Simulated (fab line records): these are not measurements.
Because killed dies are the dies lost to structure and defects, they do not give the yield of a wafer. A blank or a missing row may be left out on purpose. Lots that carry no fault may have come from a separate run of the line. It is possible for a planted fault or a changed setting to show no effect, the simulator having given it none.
Problem report in the 8D (eight disciplines) form, filled by code + flow sky130 + the parts of the form that need people (team, actions taken, sign-off) are left out

## 1. WHAT WENT WRONG
Mean VT_ADJUST_NCORE_TW at SKY_VT_ADJUST_NCORE_TW_MEAS_11: 202.7 over 6 wafers in 2 lots; fault-free wafers: 218.6, standard deviation 1.6. That puts it -9.9 standard deviations away from the usual mean.
Earliest sighting: wafer L960.1 on filmMetro-02 at day 12 20:19. Wafers with a number at this step in the record: 39, from 13 lots. Rule for "out" (also "out of limits"): further than 4 standard deviations from the usual mean. All remaining wafers that have a number are taken as sound.

## 2. WHAT IT IS AND WHAT IT IS NOT
| question                    | is                         | is not                                                                          |
|-----------------------------|----------------------------|---------------------------------------------------------------------------------|
| which readings at this step | VT_ADJUST_NCORE_TW         | -                                                                               |
| which lots                  | L960, L963                 | L947, L949, L951, L952, L953, L954, L957, L958, L961, L962, L965                |
| which wafers of those lots  | all that have a number     | -                                                                               |
| read on which gauges        | filmMetro-01, filmMetro-02 | filmMetro-03                                                                    |
| when                        | from day 12 20:19          | up to then (24 sound wafers); but 9 sound wafers of L961, L962, L965 came after |

## 3. WHAT RULES OUT EACH SUSPECT
Counting: a tool at a process step up to the reading stays a suspect if it ran every lot that is out and no sound lot after the first of them.
- the gauge at SKY_VT_ADJUST_NCORE_TW_MEAS_11 has been ruled out. Those wafers that are out were read across 2 gauges (filmMetro-01, filmMetro-02).
- implanter-02 at SKY_VT_ADJUST_NCORE_IMPLANT_09: kept. It processed each lot that is out, first L960 at day 12 20:04, and no sound lot thereafter; up to then, the last sound lot it processed was L958 at day 12 07:52. Out on those wafers are its own readings of beamEnergyKeV.
Left after counting: implanter-02 at SKY_VT_ADJUST_NCORE_IMPLANT_09.

## 4. THE CAUSE (what the simulator had put in)
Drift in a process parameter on implanter-02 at SKY_VT_ADJUST_NCORE_IMPLANT_09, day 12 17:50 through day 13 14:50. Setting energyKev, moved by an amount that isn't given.
Only this tool survived the counting.

## 5. THE CHAIN OF EFFECTS, in route order
One row per reading whose mean, taken over the struck wafers that have a number, lies over 3 standard deviations from the usual. Scope: only readings with a usual standard deviation given in the record; hours: median across lots of the time from each lot's start at the first step in this table that gives one to its start at this step; sigmas: change in usual standard deviations.
| hours | step                           | reading            | usual  | on struck wafers | change | sigmas      |
|-------|--------------------------------|--------------------|--------|------------------|--------|-------------|
| 0     | SKY_VT_ADJUST_NCORE_IMPLANT_09 | beamEnergyKeV      | 10.000 | 7.130            | -2.870 | -99 or more |
| 0     | SKY_VT_ADJUST_NCORE_TW_MEAS_11 | VT_ADJUST_NCORE_TW | 218.6  | 202.7            | -15.9  | -9.9        |
Here are the process steps it includes:
- SKY_VT_ADJUST_NCORE_IMPLANT_09
At these later measuring or inspecting steps, every struck wafer for which the step has a row has a number for every such reading, and none has moved that far: SKY_VT_ADJUST_PCH_OVL_MEAS_07.

## 6. HOW IT WOULD HAVE BEEN CAUGHT EARLIER
The first out-of-limits reading at a measuring or inspecting step in this record came at day 12 20:19, 2 hours after the fault's start at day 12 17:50.
Tool's own readings at SKY_VT_ADJUST_NCORE_IMPLANT_09, beamEnergyKeV: out on all struck wafers the step has rows for; an alarm limit on them would have tripped on the first.
Lots out: 2; of these, L963 started SKY_VT_ADJUST_NCORE_IMPLANT_09 on implanter-02 after day 12 20:19. A hold on the tool at that time would have spared it.
